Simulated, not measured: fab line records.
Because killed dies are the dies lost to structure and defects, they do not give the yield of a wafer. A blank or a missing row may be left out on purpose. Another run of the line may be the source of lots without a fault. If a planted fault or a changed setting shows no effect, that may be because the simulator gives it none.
fab line records -- flow sfqLine -- part 1 of 2: steps 1 to 26 of 36
[record] lots = 5, wafers = 15, lastDay = 79
route steps=325 shown M4@161 I4@163 JJ@178
lots that met no fault: taken from a fault-free run of the same line
startH: the number of hours between the record's first day and the start of the first shown wafer of the lot -- waitH: hours since the lot's step before -- " unchanged from the row above -- L1.1+2: several wafers, shown together as one row -- - no value present, or no start provided -- * or withheld: withheld -- < > ~ a bound
route shown NAME@n: a module of which the file shows steps, and the number in the route of the first -- usual: average and standard deviation across the fault-free wafers -- same: alike in all rows -- chamber/n: place in a boat -- sites: readings site by site -- _std_site: their standard deviation -- _edge_site: the outer-site mean with the inner-site mean subtracted -- radiusMm: for every site, how far away it sits from the centre of the wafer -- mask NAME#n: copy n -- behind: the last tool/chamber to shape the wafer -- hold: what put the lot on hold/how long, in hours/how the hold closed -- device: transistor that didn't switch, given as n, p or np -- end of line: tests of these same wafers at the route's end -- step lacking rows: just its recipe -- killed: at the first sort, the dies lost to defects and structure; wafer yield is something else -- map: dies across one wafer; x = killed, . = not, _ = none there
set.NAME: the run value of the setting; set.NAME@STEP: its run value at that earlier step -- model.NAME: the simulator's own value behind a step, which no gauge read
a table for each step, a row for each wafer; lots at some steps of the route
services: from which hour (startH, from the record's first day; less than 0 if before it) a tool's chamber was out of use, for how many hours, and why
[[steps]]
[step SFQ_TRILAYER_M4_STRIP_STRIP_097]
[recipe] gas = O2, powerW = 200, platenTempC = 40, overashFraction = 0.65, chemistry = O2, pressureMtorr = 50
[usual] drypumpMotorCurrentA = 5.8/0.63, heBacksideLeakSccm = 3.43/0.21, oesProductAu = 0.997/0.0075
lot.wafer,tool,chamber,startH,waitH,drypumpMotorCurrentA,heBacksideLeakSccm,oesProductAu,rfHoursCounterH
L075.3,rieMetal-02,1,898.98,0.2,6.0,3.29,0.995,-
L075.5,rieMetal-02,1,898.98,0.2,6.0,3.39,0.987,-
L075.6,rieMetal-02,0,898.98,0.2,4.8,3.46,1.007,-
L082.1,rieMetal-04,0,1073.17,0.1,6.2,3.40,0.995,86
L082.4,rieMetal-04,0,1073.17,0.1,6.2,3.35,1.001,-
L082.5,rieMetal-04,1,1073.17,0.1,5.0,3.72,0.999,-
L084.1,rieMetal-04,1,1103.09,0.1,5.0,3.61,1.002,55
L084.3,rieMetal-04,0,1103.09,0.1,6.2,3.33,0.998,-
L084.5,rieMetal-04,0,1103.09,0.1,6.2,3.09,1.003,-
L086.1,rieMetal-04,0,1216.25,0.1,6.2,3.43,0.996,109
L086.2,rieMetal-04,1,1216.25,0.1,5.0,3.86,0.998,73
L086.4,rieMetal-04,1,1216.25,0.1,5.0,3.53,0.995,-
L093.1,rieMetal-04,0,1365.71,0.1,6.2,3.44,0.990,128
L093.4,rieMetal-04,0,1365.71,0.1,6.2,3.60,0.988,-
L093.6,rieMetal-04,0,1365.71,0.1,6.2,3.29,0.993,-
[step SFQ_TRILAYER_M4_STRIP_SOLV_CLEAN_098]
[recipe] chemistry = NMP, tempC = 70, timeS = 600
[usual] tempC = 70.01/0.13
lot.wafer,tool,chamber,startH,waitH,tempC
L075.3,wetBench-02,0,899.38,0.2,70.21
L075.5,wetBench-02,2,899.38,0.2,70.12
L075.6,wetBench-02,1,899.38,0.2,69.98
L082.1,wetBench-03,1,1073.77,0.4,69.83
L082.4,wetBench-03,3,1073.77,0.4,69.96
L082.5,wetBench-03,5,1073.77,0.4,69.97
L084.1,wetBench-03,5,1103.69,0.4,69.91
L084.3,wetBench-03,1,1103.69,0.4,69.74
L084.5,wetBench-03,6,1103.69,0.4,70.26
L086.1,wetBench-03,6,1217.05,0.5,69.96
L086.2,wetBench-03,1,1217.05,0.5,70.00
L086.4,wetBench-03,5,1217.05,0.5,70.23
L093.1,wetBench-01,6,1366.51,0.5,69.89
L093.4,wetBench-01,5,1366.51,0.5,69.95
L093.6,wetBench-01,2,1366.51,0.5,70.06
[step SFQ_TRILAYER_I4_DEP_PECVD_099]
[recipe] material = SiO2, tempC = 150, timeS = 111.11, pressureTorr = 2.4, rfW = 183.3, precursor = SiH4/N2O, targetThkNm = 500
[usual] heaterPowerW = 81/17, throttleValvePct = 25.0/2
lot.wafer,tool,chamber,startH,waitH,heaterPowerW,throttleValvePct
L075.3,pecvd-02,0,899.55,0.0,83,23.4
L075.5,pecvd-02,2,899.55,0.0,72,23.8
L075.6,pecvd-02,0,899.55,0.0,87,23.4
L082.1,pecvd-03,0,1073.94,0.0,62,23.9
L082.4,pecvd-03,2,1073.94,0.0,78,29.1
L082.5,pecvd-03,0,1073.94,0.0,64,23.9
L084.1,pecvd-04,0,1103.87,0.0,55,23.1
L084.3,pecvd-04,2,1103.87,0.0,107,22.9
L084.5,pecvd-04,0,1103.87,0.0,57,23.2
L086.1,pecvd-02,1,1217.23,0.0,89,25.4
L086.2,pecvd-02,2,1217.23,0.0,81,25.1
L086.4,pecvd-02,0,1217.23,0.0,90,24.1
L093.1,pecvd-03,1,1366.70,0.0,84,22.4
L093.4,pecvd-03,1,1366.70,0.0,88,22.2
L093.6,pecvd-03,0,1366.70,0.0,52,22.7
[step SFQ_TRILAYER_I4_CMP_CMP_100]
[recipe] material = SiO2, downForcePsi = 3, platenRpm = 60, padVelocityMS = 0.94248
[usual] headPressurePsi = 3.000/0.0074, motorCurrentA = 9.9/0.79, timeToEndpointS = 212/9
lot.wafer,tool,chamber,startH,waitH,headPressurePsi,motorCurrentA,timeToEndpointS
L075.3,cmp-02,0,942.42,42.8,2.990,9.2,200
L075.6,cmp-02,3,943.92,44.3,3.000,9.8,217
L075.5,cmp-02,0,943.92,44.3,2.992,9.9,211
L082.1,cmp-01,0,1108.33,34.3,2.992,10.6,199
L082.4,cmp-01,1,1108.33,34.3,2.991,11.5,216
L082.5,cmp-01,0,1110.33,36.3,2.999,10.8,212
L084.1,cmp-02,0,1129.85,25.9,2.994,9.8,209
L084.3,cmp-02,1,1129.85,25.9,3.002,8.6,214
L084.5,cmp-02,0,1131.85,27.9,3.002,9.4,212
L086.2,cmp-01,3,1217.31,0.0,2.999,9.8,214
L086.4,cmp-01,0,1217.31,0.0,3.001,10.3,214
L086.1,cmp-01,1,1217.31,0.0,3.011,11.5,207
L093.1,cmp-01,0,1366.78,0.0,2.988,10.3,198
L093.4,cmp-01,1,1366.78,0.0,2.999,11.3,213
L093.6,cmp-01,0,1368.78,2.0,2.996,10.2,200
[step SFQ_I4_BOW_MEAS_927]
[recipe] mode = bow
[usual] I4_BOW = 5/8.3
lot.wafer,tool,chamber,startH,waitH,I4_BOW[um]
L075.3,filmMetro-02,-,944.96,2.0,-5
L075.5,filmMetro-02,-,944.96,2.0,5
L075.6,filmMetro-02,-,944.96,2.0,8
L082.1,filmMetro-03,-,1110.83,2.0,7
L082.4,filmMetro-03,-,1110.83,2.0,-2
L082.5,filmMetro-03,-,1110.83,2.0,14
L084.1,filmMetro-02,-,1132.35,2.0,7
L084.3,filmMetro-02,-,1132.35,2.0,-5
L084.5,filmMetro-02,-,1132.35,2.0,2
L086.1,filmMetro-04,-,1220.31,1.5,3
L086.2,filmMetro-04,-,1220.31,1.5,-3
L086.4,filmMetro-04,-,1220.31,1.5,5
L093.1,filmMetro-04,-,1369.78,2.5,14
L093.4,filmMetro-04,-,1369.78,2.5,17
L093.6,filmMetro-04,-,1369.78,2.5,6
[step SFQ_TRILAYER_I4_METRO_MEASURE_101]
[usual] thkNm = 199.4/1.3
lot.wafer,tool,chamber,startH,waitH,thkNm
L075.3,filmMetro-02,-,945.44,0.5,198.7
L075.5,filmMetro-02,-,945.44,0.5,200.1
L075.6,filmMetro-02,-,945.44,0.5,200.6
L082.1,filmMetro-03,-,1110.95,0.1,199.1
L082.4,filmMetro-03,-,1110.95,0.1,199.8
L082.5,filmMetro-03,-,1110.95,0.1,199.7
L084.1,filmMetro-02,-,1132.47,0.1,199.7
L084.3,filmMetro-02,-,1132.47,0.1,201.7
L084.5,filmMetro-02,-,1132.47,0.1,199.1
L086.1,filmMetro-04,-,1220.43,0.1,197.9
L086.2,filmMetro-04,-,1220.43,0.1,197.7
L086.4,filmMetro-04,-,1220.43,0.1,196.5
L093.1,filmMetro-04,-,1369.90,0.1,198.2
L093.4,filmMetro-04,-,1369.90,0.1,198.2
L093.6,filmMetro-04,-,1369.90,0.1,197.4
[step SFQ_TRILAYER_I4_VIA_LITHO_COAT_108]
[recipe] resist = BARC, spinRpm = 3000, resistThkNm = 62
lot.wafer,tool,chamber,startH,waitH
L075.3+5+6,lithoTrack-04,0,946.34,0.7
L082.1+4+5,lithoTrack-04,0,1112.15,1.0
L084.1+3+5,lithoTrack-04,0,1133.67,1.0
L086.1+2+4,lithoTrack-04,0,1221.63,1.0
L093.1+4+6,lithoTrack-04,0,1371.10,1.0
[step SFQ_TRILAYER_I4_VIA_LITHO_COAT_103]
[recipe] resist = KrF, spinRpm = 3000, resistThkNm = 650
lot.wafer,tool,chamber,startH,waitH
L075.3+5+6,lithoTrack-04,0,946.64,0.2
L082.1+4+5,lithoTrack-04,0,1112.45,0.2
L084.1+3+5,lithoTrack-04,0,1133.97,0.2
L086.1+2+4,lithoTrack-04,0,1221.93,0.2
L093.1+4+6,lithoTrack-04,0,1371.40,0.2
[step SFQ_TRILAYER_I4_VIA_LITHO_SOFTBAKE_107]
[recipe] tempC = withheld, timeS = withheld, resist = KrF
lot.wafer,tool,chamber,startH,waitH
L075.3+5+6,lithoTrack-04,0,946.89,0.2
L082.1+4+5,lithoTrack-04,0,1112.75,0.2
L084.1+3+5,lithoTrack-04,0,1134.27,0.2
L086.1+2+4,lithoTrack-04,0,1222.23,0.2
L093.1+4+6,lithoTrack-04,0,1371.70,0.2
[step SFQ_TRILAYER_I4_VIA_LITHO_EXPOSE_104]
[recipe] maskId = I4, na = 0.6, sourceShape = conventional, sigmaOuter = 0.65, targetCdNm = 700, doseMj = 21.3
[usual] exposureDoseMJCm2 = 21.298/0.02
lot.wafer,tool,chamber,startH,waitH,mask,exposureDoseMJCm2
L075.3,krfScanner-01,0,947.39,-,I4#0,21.319
L075.5,krfScanner-01,0,947.39,-,I4#0,21.281
L075.6,krfScanner-01,0,947.39,-,I4#0,21.316
L082.1,krfScanner-02,0,1215.67,-,I4#0,21.316
L082.4,krfScanner-02,0,1215.67,-,I4#0,21.321
L082.5,krfScanner-02,0,1215.67,-,I4#0,21.327
L084.1,krfScanner-01,0,1245.52,-,I4#0,21.281
L084.3,krfScanner-01,0,1245.52,-,I4#0,21.327
L084.5,krfScanner-01,0,1245.52,-,I4#0,21.322
L086.1,krfScanner-02,0,1334.88,-,I4#0,21.287
L086.2,krfScanner-02,0,1334.88,-,I4#0,21.322
L086.4,krfScanner-02,0,1334.88,-,I4#0,21.291
L093.1,krfScanner-01,0,1371.85,-,I4#0,21.289
L093.4,krfScanner-01,0,1371.85,-,I4#0,21.310
L093.6,krfScanner-01,0,1371.85,-,I4#0,21.291
[step SFQ_TRILAYER_I4_VIA_LITHO_PEB_106]
[recipe] pebTempC = 115, pebTimeS = 60, resist = KrF
lot.wafer,tool,chamber,startH,waitH
L075.3+5+6,lithoTrack-04,0,948.24,0.7
L082.1+4+5,lithoTrack-04,0,1216.87,1.0
L084.1+3+5,lithoTrack-04,0,1246.72,1.0
L086.1+2+4,lithoTrack-02,0,1336.08,1.0
L093.1+4+6,lithoTrack-02,0,1373.05,1.0
[step SFQ_TRILAYER_I4_VIA_LITHO_DEVELOP_105]
[recipe] timeS = 60, resist = KrF
lot.wafer,tool,chamber,startH,waitH
L075.3+5+6,lithoTrack-04,0,948.39,0.1
L082.1+4+5,lithoTrack-04,0,1217.02,0.1
L084.1+3+5,lithoTrack-04,0,1246.87,0.1
L086.1+2+4,lithoTrack-02,0,1336.23,0.1
L093.1+4+6,lithoTrack-02,0,1373.20,0.1
[step SFQ_I4_OVL_MEAS_928]
[usual] I4_OVL = -1/5.4
lot.wafer,tool,chamber,startH,waitH,I4_OVL[nm]
L075.3,overlay-01,-,948.50,0.1,-2
L075.5,overlay-01,-,948.50,0.1,-4
L075.6,overlay-01,-,948.50,0.1,-1
L082.1,overlay-01,-,1217.17,0.1,5
L082.4,overlay-01,-,1217.17,0.1,5
L082.5,overlay-01,-,1217.17,0.1,0
L084.1,overlay-01,-,1247.02,0.1,-14
L084.3,overlay-01,-,1247.02,0.1,-13
L084.5,overlay-01,-,1247.02,0.1,-11
L086.1,overlay-02,-,1336.38,0.1,-5
L086.2,overlay-02,-,1336.38,0.1,-2
L086.4,overlay-02,-,1336.38,0.1,5
L093.1,overlay-01,-,1373.35,0.1,5
L093.4,overlay-01,-,1373.35,0.1,0
L093.6,overlay-01,-,1373.35,0.1,4
[step SFQ_TRILAYER_I4_VIA_BARC_OPEN_VIA_ETCH_146]
[recipe] maskMaterial = PR, chemistry = O2, targetDepthNm = 125, target = BARC, sourceW = 500, biasW = 80, pressureMtorr = 30, timeS = 41.7
[usual] drypumpMotorCurrentA = 5.7/0.44, oesProductAu = 0.686/0.0044
lot.wafer,tool,chamber,startH,waitH,drypumpMotorCurrentA,oesProductAu,rfHoursCounterH
L075.3,rieDiel-02,1,948.52,0.0,5.7,0.683,21
L075.5,rieDiel-02,2,948.52,0.0,5.2,0.680,-
L075.6,rieDiel-02,3,948.52,0.0,6.1,0.682,-
L082.1,rieDiel-03,2,1217.21,0.0,6.1,0.690,12
L082.4,rieDiel-03,0,1217.21,0.0,5.2,0.686,21
L082.5,rieDiel-03,2,1217.21,0.0,6.1,0.684,-
L084.1,rieDiel-02,2,1247.06,0.0,5.2,0.681,17
L084.3,rieDiel-02,1,1247.06,0.0,5.7,0.692,4
L084.5,rieDiel-02,2,1247.06,0.0,5.2,0.687,-
L086.1,rieDiel-01,2,1336.41,0.0,5.3,0.682,8
L086.2,rieDiel-01,3,1336.41,0.0,6.2,0.690,15
L086.4,rieDiel-01,1,1336.41,0.0,5.4,0.687,10
L093.1,rieDiel-03,3,1373.39,0.0,6.2,0.686,12
L093.4,rieDiel-03,1,1373.39,0.0,5.6,0.683,13
L093.6,rieDiel-03,1,1373.39,0.0,5.6,0.692,-
[step SFQ_TRILAYER_I4_VIA_ETCH_VIA_ETCH_106]
[recipe] target = SiO2, stopOn = Nb, maskMaterial = PR, taperDeg = 20, chemistry = CHF3, targetDepthNm = 260, sourceW = 500, biasW = 80, pressureMtorr = 30, timeS = withheld
[usual] drypumpMotorCurrentA = 5.7/0.45, oesProductAu = 0.852/0.0056
lot.wafer,tool,chamber,startH,waitH,drypumpMotorCurrentA,oesProductAu
L075.3,rieDiel-02,1,948.56,0.0,5.7,0.853
L075.5,rieDiel-02,2,948.56,0.0,5.2,0.846
L075.6,rieDiel-02,3,948.56,0.0,6.1,0.851
L082.1,rieDiel-03,2,1217.25,0.0,6.1,0.850
L082.4,rieDiel-03,0,1217.25,0.0,5.2,0.854
L082.5,rieDiel-03,2,1217.25,0.0,6.1,0.858
L084.1,rieDiel-02,2,1247.10,0.0,5.3,0.859
L084.3,rieDiel-02,1,1247.10,0.0,5.7,0.861
L084.5,rieDiel-02,2,1247.10,0.0,5.2,0.840
L086.1,rieDiel-01,2,1336.45,0.0,5.3,0.844
L086.2,rieDiel-01,3,1336.45,0.0,6.2,0.853
L086.4,rieDiel-01,1,1336.45,0.0,5.4,0.850
L093.1,rieDiel-03,3,1373.43,0.0,6.3,0.853
L093.4,rieDiel-03,1,1373.43,0.0,5.6,0.858
L093.6,rieDiel-03,1,1373.43,0.0,5.6,0.848
[step SFQ_TRILAYER_I4_VIA_STRIP_STRIP_107]
[recipe] gas = O2, powerW = 200, platenTempC = 40, overashFraction = 0.65, chemistry = O2, pressureMtorr = 50
[usual] drypumpMotorCurrentA = 5.7/0.51, heBacksideLeakSccm = 3.4/0.31, oesProductAu = 0.998/0.01
lot.wafer,tool,chamber,startH,waitH,drypumpMotorCurrentA,heBacksideLeakSccm,oesProductAu,rfHoursCounterH
L075.3,rieMetal-02,0,948.88,-,4.8,3.9,1.008,-
L075.5,rieMetal-02,1,948.88,-,6.0,3.3,0.997,-
L075.6,rieMetal-02,0,948.88,-,4.8,3.6,1.024,-
L082.1,rieMetal-01,0,1217.36,-,5.8,3.2,1.004,90
L082.4,rieMetal-01,1,1217.36,-,6.1,3.0,0.985,-
L082.5,rieMetal-01,0,1217.36,-,5.9,3.1,0.998,-
L084.1,rieMetal-04,1,1247.21,-,5.1,3.6,1.001,77
L084.3,rieMetal-04,1,1247.21,-,5.0,3.6,1.003,-
L084.5,rieMetal-04,1,1247.21,-,5.1,3.7,0.999,-
L086.1,rieMetal-04,0,1336.57,-,6.2,3.1,0.998,125
L086.2,rieMetal-04,1,1336.57,-,5.0,3.7,1.000,90
L086.4,rieMetal-04,1,1336.57,-,5.0,3.8,0.989,-
L093.1,rieMetal-02,1,1373.54,-,5.9,3.6,1.001,119
L093.4,rieMetal-02,0,1373.54,-,4.9,3.5,1.002,-
L093.6,rieMetal-02,1,1373.54,-,6.0,3.5,1.010,-
[step SFQ_TRILAYER_I4_VIA_STRIP_SOLV_CLEAN_108]
[recipe] chemistry = NMP, tempC = 70, timeS = 600
[usual] tempC = 70.00/0.12
lot.wafer,tool,chamber,startH,waitH,tempC
L075.3,wetBench-01,3,949.28,0.2,70.02
L075.5,wetBench-01,2,949.28,0.2,70.05
L075.6,wetBench-01,4,949.28,0.2,70.00
L082.1,wetBench-04,3,1217.96,0.4,69.88
L082.4,wetBench-04,0,1217.96,0.4,69.99
L082.5,wetBench-04,7,1217.96,0.4,69.98
L084.1,wetBench-04,1,1247.81,0.4,70.05
L084.3,wetBench-04,6,1247.81,0.4,69.98
L084.5,wetBench-04,7,1247.81,0.4,69.68
L086.1,wetBench-03,1,1337.17,0.4,69.78
L086.2,wetBench-03,0,1337.17,0.4,69.99
L086.4,wetBench-03,4,1337.17,0.4,69.62
L093.1,wetBench-01,5,1374.14,0.4,70.07
L093.4,wetBench-01,2,1374.14,0.4,70.02
L093.6,wetBench-01,6,1374.14,0.4,69.99
[step SFQ_TRILAYER_JJ_TRILAYER_DEP_PRE_CLEAN_113]
[recipe] gas = Ar, timeS = 22.5, biasV = 250
lot.wafer,tool,chamber,startH,waitH
L075.3+5+6,pvdSputter-06,-,949.45,0.0
L082.1+4+5,pvdSputter-06,-,1218.14,0.0
L084.1+3+5,pvdSputter-06,-,1247.99,0.0
L086.1+2+4,pvdSputter-06,-,1337.34,0.0
L093.1+4+6,pvdSputter-05,-,1374.33,0.0
[step SFQ_TRILAYER_JJ_TRILAYER_DEP_SPUTTER_109]
[recipe] material = Nb, basePressurePa = 1.33e-06, chamberPressurePa = 0.1333, substrateTempC = 20, targetThkNm = 150, powerW = 2000, timeS = 100
[usual] chamberPressurePa = 0.13333/0.00025, substrateTempC = 20.00/0.11, throttleValvePct = 29.8/1.1
lot.wafer,tool,chamber,startH,waitH,chamberPressurePa,substrateTempC,throttleValvePct
L075.3,pvdSputter-06,-,949.48,0.0,0.13336,20.14,28.3
L075.5,pvdSputter-06,-,949.48,0.0,0.13369,20.15,28.3
L075.6,pvdSputter-06,-,949.48,0.0,0.13301,19.93,28.9
L082.1,pvdSputter-06,-,1218.17,0.0,0.13316,19.91,28.1
L082.4,pvdSputter-06,-,1218.17,0.0,0.13336,19.88,30.9
L082.5,pvdSputter-06,-,1218.17,0.0,0.13296,20.16,27.9
L084.1,pvdSputter-06,-,1248.02,0.0,0.13308,20.11,29.1
L084.3,pvdSputter-06,-,1248.02,0.0,0.13367,19.97,31.1
L084.5,pvdSputter-06,-,1248.02,0.0,0.13306,20.01,28.4
L086.1,pvdSputter-06,-,1337.37,0.0,0.13331,19.88,30.7
L086.2,pvdSputter-06,-,1337.37,0.0,0.13315,20.11,29.0
L086.4,pvdSputter-06,-,1337.37,0.0,0.13295,19.99,28.0
L093.1,pvdSputter-05,-,1374.36,0.0,0.13312,20.05,30.0
L093.4,pvdSputter-05,-,1374.36,0.0,0.13297,20.12,31.2
L093.6,pvdSputter-05,-,1374.36,0.0,0.13356,20.14,29.1
[step SFQ_TRILAYER_JJ_TRILAYER_DEP_SPUTTER_110]
[recipe] material = Al, basePressurePa = 1.33e-06, targetThkNm = 8, powerW = 500, timeS = 10, chamberPressurePa = 0.4
[usual] chamberPressurePa = 0.4000/0.00083, throttleValvePct = 29.8/1.1
lot.wafer,tool,chamber,startH,waitH,chamberPressurePa,throttleValvePct
L075.3,pvdSputter-06,-,949.55,0.0,0.4001,28.2
L075.5,pvdSputter-06,-,949.55,0.0,0.4003,28.4
L075.6,pvdSputter-06,-,949.55,0.0,0.4015,28.8
L082.1,pvdSputter-06,-,1218.24,0.0,0.3994,27.7
L082.4,pvdSputter-06,-,1218.24,0.0,0.3988,30.8
L082.5,pvdSputter-06,-,1218.24,0.0,0.4005,27.7
L084.1,pvdSputter-06,-,1248.09,0.0,0.4018,29.0
L084.3,pvdSputter-06,-,1248.09,0.0,0.3991,30.9
L084.5,pvdSputter-06,-,1248.09,0.0,0.3988,28.3
L086.1,pvdSputter-06,-,1337.44,0.0,0.3995,31.0
L086.2,pvdSputter-06,-,1337.44,0.0,0.3981,29.0
L086.4,pvdSputter-06,-,1337.44,0.0,0.3998,27.7
L093.1,pvdSputter-05,-,1374.43,0.0,0.3992,30.3
L093.4,pvdSputter-05,-,1374.43,0.0,0.3996,31.4
L093.6,pvdSputter-05,-,1374.43,0.0,0.3998,29.0
[step SFQ_TRILAYER_JJ_TRILAYER_DEP_AL_OXIDATION_111]
[recipe] pressureMbar = 0.014667, oxidationTimeS = 600, temperatureK = 293
lot.wafer,tool,chamber,startH,waitH
L075.3+5+6,pvdSputter-06,-,949.58,0.0
L082.1+4+5,pvdSputter-06,-,1218.26,0.0
L084.1+3+5,pvdSputter-06,-,1248.11,0.0
L086.1+2+4,pvdSputter-06,-,1337.47,0.0
L093.1+4+6,pvdSputter-05,-,1374.45,0.0
[step SFQ_TRILAYER_JJ_TRILAYER_DEP_SPUTTER_112]
[recipe] material = Nb, basePressurePa = 1.33e-06, chamberPressurePa = 0.1333, substrateTempC = 20, targetThkNm = 170, powerW = 2000, timeS = 113.3
[usual] chamberPressurePa = 0.13335/0.00027, substrateTempC = 19.98/0.1, throttleValvePct = 29.7/1.1
lot.wafer,tool,chamber,startH,waitH,chamberPressurePa,substrateTempC,throttleValvePct
L075.3,pvdSputter-06,-,950.58,0.5,0.1332,19.97,28.4
L075.5,pvdSputter-06,-,950.58,0.5,0.13363,20.10,28.1
L075.6,pvdSputter-06,-,950.58,0.5,0.13303,20.10,28.9
L082.1,pvdSputter-06,-,1219.26,0.5,0.13322,19.99,28.2
L082.4,pvdSputter-06,-,1219.26,0.5,0.13368,19.91,30.7
L082.5,pvdSputter-06,-,1219.26,0.5,0.13352,20.02,27.7
L084.1,pvdSputter-06,-,1249.11,0.5,0.13333,20.09,28.9
L084.3,pvdSputter-06,-,1249.11,0.5,0.13327,20.17,30.8
L084.5,pvdSputter-06,-,1249.11,0.5,0.133,19.99,28.2
L086.1,pvdSputter-06,-,1338.47,0.5,0.13334,19.91,30.4
L086.2,pvdSputter-06,-,1338.47,0.5,0.13328,20.02,28.9
L086.4,pvdSputter-06,-,1338.47,0.5,0.13332,19.87,28.0
L093.1,pvdSputter-05,-,1375.45,0.5,0.13365,20.10,30.0
L093.4,pvdSputter-05,-,1375.45,0.5,0.13339,19.91,31.2
L093.6,pvdSputter-05,-,1375.45,0.5,0.13293,19.90,29.1
[step SFQ_JJ_RS_MEAS_929]
[recipe] thkMeasGauge = four-point-probe, reads = Nb_of_TRILAYER_JJ_TRILAYER_DEP_SPUTTER_112
[usual] JJ_NB_RS = 1.046/0.011
lot.wafer,tool,chamber,startH,waitH,JJ_NB_RS[ohm/sq]
L075.3,filmMetro-01,-,950.70,0.1,1.048
L075.5,filmMetro-01,-,950.70,0.1,1.044
L075.6,filmMetro-01,-,950.70,0.1,1.047
L082.1,filmMetro-02,-,1219.34,0.0,1.043
L082.4,filmMetro-02,-,1219.34,0.0,1.040
L082.5,filmMetro-02,-,1219.34,0.0,1.042
L084.1,filmMetro-01,-,1249.19,0.0,1.050
L084.3,filmMetro-01,-,1249.19,0.0,1.040
L084.5,filmMetro-01,-,1249.19,0.0,1.052
L086.1,filmMetro-04,-,1338.55,0.0,1.037
L086.2,filmMetro-04,-,1338.55,0.0,1.039
L086.4,filmMetro-04,-,1338.55,0.0,1.051
L093.1,filmMetro-02,-,1375.53,0.0,1.050
L093.4,filmMetro-02,-,1375.53,0.0,1.055
L093.6,filmMetro-02,-,1375.53,0.0,1.047
[step SFQ_TRILAYER_JJ_CE_LITHO_COAT_119]
[recipe] resist = BARC, spinRpm = 3000, resistThkNm = 62
lot.wafer,tool,chamber,startH,waitH
L075.3+5+6,lithoTrack-03,0,950.94,0.1
L082.1+4+5,lithoTrack-02,0,1219.52,0.1
L084.1+3+5,lithoTrack-02,0,1249.37,0.1
L086.1+2+4,lithoTrack-02,0,1338.73,0.1
L093.1+4+6,lithoTrack-04,0,1375.71,0.1
[step SFQ_TRILAYER_JJ_CE_LITHO_COAT_114]
[recipe] resist = KrF, spinRpm = 3000, resistThkNm = 600
lot.wafer,tool,chamber,startH,waitH
L075.3+5+6,lithoTrack-03,0,951.24,0.2
L082.1+4+5,lithoTrack-02,0,1219.82,0.2
L084.1+3+5,lithoTrack-02,0,1249.67,0.2
L086.1+2+4,lithoTrack-02,0,1339.03,0.2
L093.1+4+6,lithoTrack-04,0,1376.01,0.2
[step SFQ_TRILAYER_JJ_CE_LITHO_SOFTBAKE_118]
[recipe] tempC = withheld, timeS = withheld, resist = KrF
lot.wafer,tool,chamber,startH,waitH
L075.3+5+6,lithoTrack-03,0,951.49,0.2
L082.1+4+5,lithoTrack-02,0,1220.12,0.2
L084.1+3+5,lithoTrack-02,0,1249.97,0.2
L086.1+2+4,lithoTrack-02,0,1339.33,0.2
L093.1+4+6,lithoTrack-04,0,1376.31,0.2
